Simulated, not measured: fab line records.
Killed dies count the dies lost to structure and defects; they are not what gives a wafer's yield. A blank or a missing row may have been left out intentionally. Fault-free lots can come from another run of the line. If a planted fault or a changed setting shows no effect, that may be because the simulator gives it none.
Which tool was responsible? | flow sky130 | route of 708 steps, sampled at 1 step: 10 lots, 30 wafers

== WHAT EACH GAUGE READ, for each wafer ==
SKY_VIA1_OVL_MEAS_13.
lot  | measured     | on         | VIA1_OVL (nm)
L416 | day 34 09:24 | overlay-01 | 5 4 -4
L417 | day 34 17:59 | overlay-01 | -1 -3 -6
L419 | day 35 08:41 | overlay-02 | -1 -3 2
L420 | day 35 10:31 | overlay-01 | 8 3 7
L421 | day 36 09:34 | overlay-01 | -2 4 9
L424 | day 37 03:58 | overlay-02 | -7 -8 0
L428 | day 38 08:30 | overlay-02 | -2 -5 -7
L432 | day 39 08:39 | overlay-02 | -8 -9 -2
L434 | day 40 09:00 | overlay-01 | -2 7 8
L438 | day 41 10:06 | overlay-02 | 5 12 -2

== WHICH TOOL RAN EACH LOT (tool, then ch and the chambers of the sampled wafers, then the start) ==
Before these readings, the record contains no process step.

== AS READ BY THE TOOLS THEMSELVES (means over the sampled wafers that have a number; for cases with no such wafer, the mark the record gives instead) ==
The record holds no such reading with a usual standard deviation.

== THE ANSWER, worked out from the rows above alone ==
Rule: what is usual is taken from the lots themselves. The widest of any qualifying gaps counts: lots, ordered by their means at a reading, are off when they make up no more than a third of the lots, leave a main group of 4 or more, and stand apart from it by 3 or more times the standard deviation of that group's means. A main group is skipped when, at the precision printed for the reading in the tables above, its means are all equal. Also off: a lot with no number at a reading for which 4 or more lots have one. Any other lot the step has rows for is counted as sound. After the gauges, taken in route order, come the tools' own readings; for these a lot's mean is taken, as printed above. At the first step where some lot is off, the reading lying furthest off is the one used; lots without a number count as furthest.
Nothing can be told from this: no lot is off at any reading shown.

== WHAT THE SIMULATOR HAD INSERTED ==
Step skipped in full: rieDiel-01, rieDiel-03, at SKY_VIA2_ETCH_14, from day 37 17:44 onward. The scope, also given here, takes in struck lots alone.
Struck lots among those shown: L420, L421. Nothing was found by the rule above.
